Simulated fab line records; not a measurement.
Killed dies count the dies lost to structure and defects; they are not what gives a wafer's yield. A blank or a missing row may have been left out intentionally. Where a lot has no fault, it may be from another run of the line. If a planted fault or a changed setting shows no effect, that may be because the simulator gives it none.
Which tool did it? | flow gf180mcu | 11 lots with 33 wafers sampled at 5 steps, on a route of 602 steps

== WHAT THE GAUGES READ, wafer by wafer ==
GF_M2_RS_MEAS_05: measurement is done with a four-point probe.
lot  | measured     | on            | M2_ALCU_RS (ohm/sq)
L724 | day 19 17:41 | film metro-02 | 0.0692 0.0700 0.0694
L726 | day 20 08:46 | film metro-04 | 0.0696 0.0698 0.0698
L729 | day 21 14:20 | film metro-04 | 0.0711 0.0714 0.0711
L730 | day 21 22:47 | film metro-02 | 0.0695 0.0694 0.0699
L731 | day 22 03:18 | film metro-03 | 0.0698 0.0701 0.0697
L732 | day 22 07:22 | film metro-04 | 0.0695 0.0706 0.0694
L735 | day 23 14:04 | film metro-04 | 0.0696 0.0691 0.0692
L739 | day 25 02:20 | film metro-02 | 0.0507 0.0510 0.0510
L740 | day 25 04:46 | film metro-03 | 0.0513 0.0519 0.0514
L742 | day 25 17:10 | film metro-03 | 0.0700 0.0703 0.0702
L743 | day 25 21:13 | film metro-03 | 0.0695 0.0693 0.0694

GF_M2_THK_MEAS_06: measures by xrf.
lot  | measured     | on            | M2_ALCU_THK (nm)
L724 | day 19 17:48 | film metro-02 | 451 448 449
L726 | day 20 08:53 | film metro-04 | 444 445 442
L729 | day 21 14:28 | film metro-04 | 438 432 432
L730 | day 21 22:52 | film metro-02 | 452 453 447
L731 | day 22 03:25 | film metro-03 | 441 446 447
L732 | day 22 07:29 | film metro-04 | 446 438 444
L735 | day 23 14:10 | film metro-04 | 448 451 448
L739 | day 25 02:26 | film metro-02 | 620 614 613
L740 | day 25 04:53 | film metro-03 | 604 597 605
L742 | day 25 17:16 | film metro-03 | 444 443 443
L743 | day 25 21:20 | film metro-03 | 449 447 448

GF_M2_CD_MEAS_14 targets a cd of 280 nm.
lot  | measured     | on        | cd nm (nm)
L724 | day 20 17:59 | cd sem-01 | 284.4 283.6 284.2
L726 | day 21 08:34 | cd sem-01 | 280.0 280.4 280.4
L729 | day 22 13:25 | cd sem-01 | 279.8 278.7 279.8
L730 | day 22 22:01 | cd sem-01 | 277.4 278.4 278.7
L731 | day 23 02:07 | cd sem-01 | 279.7 278.3 278.9
L732 | day 23 06:24 | cd sem-02 | 279.4 279.3 280.0
L735 | day 24 10:21 | cd sem-02 | 279.0 281.1 279.7
L739 | day 25 23:38 | cd sem-01 | 280.7 280.8 279.5
L740 | day 26 01:47 | cd sem-01 | 278.8 279.9 280.1
L742 | day 26 13:26 | cd sem-01 | 279.3 278.9 277.4
L743 | day 26 17:40 | cd sem-01 | 278.5 277.3 278.4

== WHICH TOOL RAN EACH LOT (tool, then ch and the chambers of the sampled wafers, then the start) ==
lot  | GF_M2_SPUTTER_01             | GF_M2_SPUTTER_02
L724 | pvd sputter-01, day 19 17:34 | pvd sputter-01, day 19 17:35
L726 | pvd sputter-03, day 20 08:38 | pvd sputter-03, day 20 08:40
L729 | pvd sputter-03, day 21 14:13 | pvd sputter-03, day 21 14:15
L730 | pvd sputter-01, day 21 22:36 | pvd sputter-01, day 21 22:38
L731 | pvd sputter-01, day 22 03:11 | pvd sputter-01, day 22 03:13
L732 | pvd sputter-03, day 22 07:14 | pvd sputter-03, day 22 07:16
L735 | pvd sputter-01, day 23 13:54 | pvd sputter-01, day 23 13:56
L739 | pvd sputter-03, day 25 02:11 | pvd sputter-03, day 25 02:13
L740 | pvd sputter-03, day 25 04:37 | pvd sputter-03, day 25 04:39
L742 | pvd sputter-01, day 25 17:01 | pvd sputter-01, day 25 17:03
L743 | pvd sputter-02, day 25 21:06 | pvd sputter-02, day 25 21:08
- GF_M2_SPUTTER_01: material TiN, target thk 30 nm, time 25 s.
- GF_M2_SPUTTER_02: material AlCu, target thk 450 nm, time 23.9 s.

== WHAT THE TOOLS THEMSELVES READ (means of the sampled wafers that have a number; where no wafer has one, the mark that the record gives instead) ==
GF_M2_SPUTTER_01.
lot  | tool           | cathode dc power W (W) | throttle valve pct (%)
L724 | pvd sputter-01 | 6500.6                 | 29.6
L726 | pvd sputter-03 | 6499.8                 | 31.2
L729 | pvd sputter-03 | 6499.2                 | 31.2
L730 | pvd sputter-01 | 6500.2                 | 30.8
L731 | pvd sputter-01 | 6499.7                 | 30.1
L732 | pvd sputter-03 | 6500.1                 | 30.1
L735 | pvd sputter-01 | 6500.5                 | 29.8
L739 | pvd sputter-03 | 6500.7                 | 30.1
L740 | pvd sputter-03 | 6499.6                 | 30.6
L742 | pvd sputter-01 | 6499.3                 | 30.7
L743 | pvd sputter-02 | 6500.1                 | 30.5

GF_M2_SPUTTER_02.
lot  | tool           | cathode dc power W (W) | throttle valve pct (%)
L724 | pvd sputter-01 | 10600                  | 29.6
L726 | pvd sputter-03 | 10598                  | 31.3
L729 | pvd sputter-03 | 10600                  | 31.2
L730 | pvd sputter-01 | 10601                  | 30.8
L731 | pvd sputter-01 | 10599                  | 30.1
L732 | pvd sputter-03 | 10599                  | 30.3
L735 | pvd sputter-01 | 10602                  | 29.8
L739 | pvd sputter-03 | 14362                  | 30.2
L740 | pvd sputter-03 | 14360                  | 30.3
L742 | pvd sputter-01 | 10600                  | 30.8
L743 | pvd sputter-02 | 10599                  | 30.7

== THE ANSWER, worked out from the rows above alone ==
Rule: what is usual is taken from the lots themselves. The widest of any qualifying gaps counts: lots, ordered by their means at a reading, are off when they make up no more than a third of the lots, leave a main group of 4 or more, and stand apart from it by 3 or more times the standard deviation of that group's means. A main group is skipped when, at the precision printed for the reading in the tables above, its means are all equal. A lot without any number at a reading at which 4 lots or more have one is off too. Any other lot the step has rows for is counted as sound. After the gauges, taken in route order, come the tools' own readings; for these a lot's mean is taken, as printed above. The first step at which some lot is off is used, and at that step the reading that is off furthest; a lot without a number counts as furthest.
Off: at GF_M2_RS_MEAS_05 (M2_ALCU_RS), L739, L740. Mean 0.0698 ohm/sq and standard deviation 0.00054 in the main group.
A tool fits if, at a process step before that reading, it ran every lot that is off, and no sound lot after the first of them. The gauges at GF_M2_RS_MEAS_05 aren't tried: what is off there is off at GF_M2_SPUTTER_02 too, on other tools, and a gauge's error can't cause that. One candidate fits, namely pvd sputter-03 at GF_M2_SPUTTER_01 and GF_M2_SPUTTER_02. At GF_M2_SPUTTER_01 its last sound lot is L732 (day 22 07:14), its first lot that is off L739 (day 25 02:11): a fault that began between those two fits.

== WHAT THE SIMULATOR HAD PUT IN ==
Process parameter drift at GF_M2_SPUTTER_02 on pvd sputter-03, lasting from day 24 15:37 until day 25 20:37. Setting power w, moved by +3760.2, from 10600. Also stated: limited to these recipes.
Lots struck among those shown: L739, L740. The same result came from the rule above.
